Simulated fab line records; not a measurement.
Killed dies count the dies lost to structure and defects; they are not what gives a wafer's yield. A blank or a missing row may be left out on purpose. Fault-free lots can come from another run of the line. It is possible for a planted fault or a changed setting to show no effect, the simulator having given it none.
The tool behind it: which one? | flow sky130 | 24 lots (72 wafers sampled), 1 step of a 708-step route

## WHAT THE GAUGES READ, wafer by wafer
SKY_PWDE_OVL_MEAS_07. Usual: for PWDE_OVL the level is 0.0 nm and the standard deviation is 1.4.
lot  | measured    | on         | PWDE_OVL (nm)  | flag
L074 | day 3 19:25 | overlay-02 | 0.8 -0.1 1.7   | 
L075 | day 4 00:10 | overlay-02 | -1.1 -1.8 0.2  | 
L076 | day 4 07:22 | overlay-02 | 1.2 -0.9 3.0   | 
L077 | day 4 10:50 | overlay-01 | -2.3 -1.7 0.0  | 
L078 | day 4 21:35 | overlay-02 | -0.2 0.6 -0.6  | 
L079 | day 5 09:35 | overlay-02 | -1.3 1.0 -0.6  | 
L080 | day 5 15:43 | overlay-01 | 0.4 1.4 0.0    | 
L081 | day 5 15:47 | overlay-01 | -0.1 -0.2 -1.8 | 
L082 | day 6 01:38 | overlay-02 | -2.0 -1.3 -1.5 | 
L083 | day 6 08:04 | overlay-01 | 1.5 1.1 0.7    | 
L085 | day 6 18:14 | overlay-02 | -2.2 -1.0 -0.7 | 
L084 | day 6 18:44 | overlay-02 | -1.7 0.5 1.2   | 
L086 | day 7 07:13 | overlay-01 | 0.2 -2.3 -1.9  | 
L087 | day 7 07:34 | overlay-02 | 1.3 -2.0 -0.7  | 
L088 | day 7 12:34 | overlay-01 | -0.5 -0.4 -0.6 | 
L090 | day 7 14:01 | overlay-01 | 0.9 -1.4 -2.0  | 
L089 | day 7 14:32 | overlay-01 | -1.0 0.0 -0.7  | 
L091 | day 7 21:11 | overlay-02 | 0.9 -0.7 0.1   | 
L093 | day 8 09:38 | overlay-01 | -0.8 -0.9 -0.9 | 
L092 | day 8 09:43 | overlay-02 | 0.5 4.0 3.7    | 
L094 | day 8 15:14 | overlay-02 | 0.9 -1.3 0.1   | 
L095 | day 8 16:23 | overlay-02 | -0.5 1.0 0.6   | 
L096 | day 8 22:35 | overlay-02 | 1.2 1.4 2.5    | 
L097 | day 9 04:40 | overlay-01 | 2.4 0.5 1.9    | 

## WHAT TOOL EACH LOT RAN ON (gives the tool, then ch and the chambers of the sampled wafers, and finally the start)
There is no process step in the record ahead of these readings.

## WHAT THE TOOLS THEMSELVES READ (means of the sampled wafers that have a number; where no wafer has one, the mark that the record gives instead)
The record holds no such reading with a usual standard deviation.

## THE ANSWER, worked out from the rows above alone
Rule: a lot is off if the mean of its wafers that have a number lies more than 3 standard deviations from the usual mean. Also off: a lot with no number at a reading for which 4 or more lots have one. Where the step has rows for the other lots, those lots are counted as sound. Order of review: gauges by route order, followed by the tools' own readings, for which a lot's mean as printed above is used. The first step at which some lot is off is used, and at that step the reading that is off furthest; a lot without a number counts as furthest.
No lot is off at any reading shown: from this, nothing can be told.

## WHAT WAS PUT IN BY THE SIMULATOR
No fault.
